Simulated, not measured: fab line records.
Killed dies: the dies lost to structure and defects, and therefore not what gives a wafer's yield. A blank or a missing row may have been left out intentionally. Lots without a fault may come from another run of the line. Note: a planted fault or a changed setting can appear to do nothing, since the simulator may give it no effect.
Which tool was responsible? :: flow sky130 :: Sampling: 14 lots, 40 wafers, 2 of 708 route steps

WHAT THE GAUGES SHOWED, per wafer
SKY_METAL1_THK_MEAS_06: measures by xrf.
lot: L856
measured: day 32 10:44
on: film metro-04
METAL1_ALCU_THK (nm): 252.0 249.3 250.2

lot: L857
measured: day 32 14:05
on: film metro-04
METAL1_ALCU_THK (nm): 251.4 247.8 249.0

lot: L859
measured: day 32 18:02
on: film metro-02
METAL1_ALCU_THK (nm): 251.1 248.4 253.9

lot: L858
measured: day 32 19:51
on: film metro-02
METAL1_ALCU_THK (nm): 249.4 251.2 250.8

lot: L861
measured: day 33 01:13
on: film metro-02
METAL1_ALCU_THK (nm): 248.6 251.7 248.9

lot: L860
measured: day 33 05:20
on: film metro-03
METAL1_ALCU_THK (nm): 251.0 252.3 248.8

lot: L862
measured: day 34 08:23
on: film metro-02
METAL1_ALCU_THK (nm): 248.7 252.0 248.4

lot: L869
measured: day 35 20:26
on: film metro-04
METAL1_ALCU_THK (nm): 246.7 248.3

lot: L870
measured: day 36 10:50
on: film metro-04
METAL1_ALCU_THK (nm): 248.6 247.6

lot: L873
measured: day 37 07:12
on: film metro-04
METAL1_ALCU_THK (nm): 250.8 247.4 247.6

lot: L874
measured: day 37 12:28
on: film metro-03
METAL1_ALCU_THK (nm): 254.4 253.7 253.7

lot: L876
measured: day 38 01:51
on: film metro-03
METAL1_ALCU_THK (nm): 255.7 253.8 254.0

lot: L877
measured: day 38 08:04
on: film metro-02
METAL1_ALCU_THK (nm): 253.2 255.3 254.1

lot: L878
measured: day 38 16:07
on: film metro-02
METAL1_ALCU_THK (nm): 245.6 246.1 247.6

WHAT TOOL EACH LOT RAN ON (gives the tool, then ch and the chambers of the sampled wafers, and finally the start)
lot: L856
SKY_METAL1_SPUTTER_02: pvd sputter-03, day 32 10:30

lot: L857
SKY_METAL1_SPUTTER_02: pvd sputter-04, day 32 13:51

lot: L859
SKY_METAL1_SPUTTER_02: pvd sputter-04, day 32 17:49

lot: L858
SKY_METAL1_SPUTTER_02: pvd sputter-04, day 32 19:37

lot: L861
SKY_METAL1_SPUTTER_02: pvd sputter-04, day 33 01:00

lot: L860
SKY_METAL1_SPUTTER_02: pvd sputter-04, day 33 05:05

lot: L862
SKY_METAL1_SPUTTER_02: pvd sputter-03, day 34 08:10

lot: L869
SKY_METAL1_SPUTTER_02: pvd sputter-03, day 35 20:13

lot: L870
SKY_METAL1_SPUTTER_02: pvd sputter-01, day 36 10:37

lot: L873
SKY_METAL1_SPUTTER_02: pvd sputter-04, day 37 06:59

lot: L874
SKY_METAL1_SPUTTER_02: pvd sputter-01, day 37 12:14

lot: L876
SKY_METAL1_SPUTTER_02: pvd sputter-03, day 38 01:38

lot: L877
SKY_METAL1_SPUTTER_02: pvd sputter-03, day 38 07:51

lot: L878
SKY_METAL1_SPUTTER_02: pvd sputter-01, day 38 15:55
- SKY_METAL1_SPUTTER_02: material AlCu, target thk 250 nm, time 13.3 s.

AS READ BY THE TOOLS THEMSELVES (means over the sampled wafers that have a number; for cases with no such wafer, the mark the record gives instead)
SKY_METAL1_SPUTTER_02.
lot: L856
tool: pvd sputter-03
throttle valve pct (%): 30.0

lot: L857
tool: pvd sputter-04
throttle valve pct (%): 29.2

lot: L859
tool: pvd sputter-04
throttle valve pct (%): 31.1

lot: L858
tool: pvd sputter-04
throttle valve pct (%): 29.7

lot: L861
tool: pvd sputter-04
throttle valve pct (%): 29.7

lot: L860
tool: pvd sputter-04
throttle valve pct (%): 29.8

lot: L862
tool: pvd sputter-03
throttle valve pct (%): 29.8

lot: L869
tool: pvd sputter-03
throttle valve pct (%): 29.4

lot: L870
tool: pvd sputter-01
throttle valve pct (%): 29.6

lot: L873
tool: pvd sputter-04
throttle valve pct (%): 29.8

lot: L874
tool: pvd sputter-01
throttle valve pct (%): 29.9

lot: L876
tool: pvd sputter-03
throttle valve pct (%): 29.2

lot: L877
tool: pvd sputter-03
throttle valve pct (%): 29.5

lot: L878
tool: pvd sputter-01
throttle valve pct (%): 30.3

THE ANSWER, worked out from the rows above alone
Rule: what is usual is taken from the lots themselves. Put in order of their means at a reading, lots are off if they are a third of the lots or fewer, leave a main group of 4 or more, and stand apart from it by a gap of 3 or more times the standard deviation of the main group's means; of several such gaps the widest counts. A main group is skipped when, at the precision printed for the reading in the tables above, its means are all equal. A lot without any number at a reading at which 4 lots or more have one is off too. All remaining lots with rows at the step are treated as sound. First the gauges in route order, then the tools' own readings, where a lot's mean is used as printed above. At the first step where some lot is off, the reading lying furthest off is the one used; lots without a number count as furthest.
Across all readings shown, no lot is off: no conclusion can be drawn from this.

WHAT THE SIMULATOR PUT IN
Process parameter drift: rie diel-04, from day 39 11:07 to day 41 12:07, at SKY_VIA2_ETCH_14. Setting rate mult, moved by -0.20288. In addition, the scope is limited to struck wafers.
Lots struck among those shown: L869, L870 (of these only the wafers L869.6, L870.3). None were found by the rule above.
